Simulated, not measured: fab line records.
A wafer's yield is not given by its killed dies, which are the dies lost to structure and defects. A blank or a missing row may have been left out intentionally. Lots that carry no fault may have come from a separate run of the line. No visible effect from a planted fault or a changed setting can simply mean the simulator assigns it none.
Matching of chambers + flow gf180mcu + GF_STI_ETCH_14 on rie si-02: 4 sister chambers
The step etches Si in HBr/Cl2/O2, target depth 360 nm, time 102.9 s. 4 wafers are shown with their chamber, then 7 later ones without.

## WAFERS, EACH WITH ITS CHAMBER
| wafer  | chamber | oes product au (a.u.) |
|--------|---------|-----------------------|
| L870.2 | 3       | 0.998                 |
| L873.4 | 2       | 1.021                 |
| L874.1 | 1       | 0.997                 |
| L874.4 | 0       | 1.012                 |

## WAFERS MISSING THEIR CHAMBER
| wafer  | oes product au (a.u.) |
|--------|-----------------------|
| L874.5 | 1.000                 |
| L875.2 | 1.005                 |
| L875.4 | 1.008                 |
| L875.5 | 1.003                 |
| L876.2 | 1.010                 |
| L876.4 | 0.996                 |
| L876.5 | 0.990                 |

## WHICH CHAMBER EACH WENT THROUGH
| wafer  | from the rows above               | in truth |
|--------|-----------------------------------|----------|
| L874.5 | can't be placed: 3 or 1           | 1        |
| L875.2 | can't be placed: 3 or 0 or 1 or 2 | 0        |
| L875.4 | can't be placed: 0 or 3 or 1 or 2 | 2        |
| L875.5 | can't be placed: 3 or 1 or 0      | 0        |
| L876.2 | can't be placed: 0 or 2           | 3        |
| L876.4 | can't be placed: 1 or 3           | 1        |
| L876.5 | can't be placed: 1 or 3           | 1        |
Placed correctly: 0 of 7. Unplaceable from these rows: 7, with the true chamber sitting among the candidates in 6. Number placed wrongly: 0.
How it was worked out, from the rows above alone: a wafer's distance from a chamber is the root of the sum, over the readings, of the square of ((its reading less the chamber's mean) divided by the reading's scatter). The wafer belongs to the nearest chamber; if the next one is less than 2 further off, it can't be placed. Each chamber's mean is taken over the wafers shown for it. The scatter (one wafer shown for each chamber): square how far every hidden wafer sits from the nearest shown wafer, average those squares and take the square root.
